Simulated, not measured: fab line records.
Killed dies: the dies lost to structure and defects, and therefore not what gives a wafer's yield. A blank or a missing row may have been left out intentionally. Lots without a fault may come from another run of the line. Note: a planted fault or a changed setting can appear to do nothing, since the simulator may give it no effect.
Struck lot and sound lot, side by side | flow gf180mcu | 16 out of 602 route steps
Sound: wafers L846.1, L846.3, L846.6. Wafers L855.1, L855.3, L855.6 were the ones struck. The cause comes at the end.
For every step that has rows: the tool of each side, followed by ch and its chambers, followed by its first start. Under that, the readings that differ: sound wafers | struck wafers | difference of the means | sigmas: that difference in standard deviations of wafers without a fault.
alike: a reading whose means differ by less than 2 such deviations, as well as words and numbers matching on both sides. not compared: withheld readings; readings where some wafer has no value; bounds like >300 that might hide an equal value; numbers whose values overlap and for which the record gives no deviation.
Wherever a step has rows on one side only, a row that says differs or no value, or a row with sigmas, the two part there. Numbers that don't overlap but have no deviation are shown without sigmas and don't part them. Lack of a reading on every wafer of one side parts them only where that side has two or more wafers.

first, 6 steps without rows for these wafers: GF_TOP_METAL_HMDS_08 (prime time 60 s); GF_TOP_METAL_COAT_09 (resist thk 1500 nm); GF_TOP_METAL_SOFTBAKE_10 (time 60 s); GF_TOP_METAL_EXPOSE_11 (exposes mask MetalTop, target cd 440 nm); GF_TOP_METAL_PEB_12; GF_TOP_METAL_DEVELOP_13 (develop time 60 s).
GF_TOP_METAL_CD_MEAS_14 targets a cd of 440 nm.
  struck on cd-sem-02, day 32 07:05; sound on cd-sem-01, day 29 18:11
  alike: cd-nm
GF_TOP_METAL_OVL_MEAS_15:
  struck on overlay-02, day 32 07:12; sound on overlay-02, day 29 18:18
  alike: TOP_METAL_OVL
GF_TOP_METAL_METAL_ETCH_16: etches the open film in Cl2/BCl3, stops on SiO2, target depth 1197 nm, time 199.5 s.
  sound on rie-metal-02 ch 0, day 29 18:20; struck on rie-metal-04 ch 0,1, day 32 07:14
  alike: drypump-motor-current-A, oes-product-au, throttle-valve-pct
  not compared: rf-hours-counter-h
GF_TOP_METAL_STRIP_17: strips in O2/N2.
  sound on plasma-asher-01 ch 0,1, day 29 18:43; struck on plasma-asher-03 ch 0,1, day 32 07:26
  alike: drypump-motor-current-A, heater-power-w, oes-product-au, strip-time-to-endpoint-s
  not compared: rf-hours-counter-h
then, 2 steps without rows for these wafers: GF_TOP_METAL_STRIP_18 (strips in post etch residue remover, time 1200 s); GF_TOP_METAL_CLEAN_19 (cleans in DIW).
GF_PASSIVATION_CVD_00: deposits SiO2 from TEOS, target thk 1000 nm, time 111.95 s.
  sound on pecvd-03 ch 0,1,2, day 29 19:16; struck on pecvd-02 ch 1,2, day 32 07:58
  reading                                      | sound             | struck            | difference | sigmas
  rf-fwd-power-W (W)                           | 597.5 599.9 599.2 | 839.8 836.0 839.3 | +239.5     | +99 or more
  model.SiO2_of_PASSIVATION_CVD_00.thk-nm (nm) | 1005 993.8 1022   | 1090 1096 1110    | +92        |
  alike: heater-power-w
GF_PASSIVATION_THK_MEAS_01:
  struck on film-metro-03, day 32 08:03; sound on film-metro-02, day 29 19:20
  reading                     | sound         | struck         | difference | sigmas
  PASSIVATION_CVD_00_THK (nm) | 1006 993 1022 | 1090 1096 1111 | +92        | +7
GF_PASSIVATION_CVD_02: deposits Si3N4, target thk 700 nm, time 486.18 s.
  sound on pecvd-04 ch 0,1,2, day 29 19:24; struck on pecvd-04 ch 0,2, day 32 08:07
  alike: heater-power-w, rf-fwd-power-W
GF_PASSIVATION_PROBE_99:
  sound wafers here have rows in the record (prober-01, day 30 17:25); struck ones have none

== WHERE THEY PART ==
At GF_PASSIVATION_CVD_00 first; at GF_PASSIVATION_PROBE_99 last (within this record only).

WHY: what had been put in by the simulator
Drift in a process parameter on pecvd-02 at GF_PASSIVATION_CVD_00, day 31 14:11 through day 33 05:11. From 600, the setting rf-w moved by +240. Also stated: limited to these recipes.
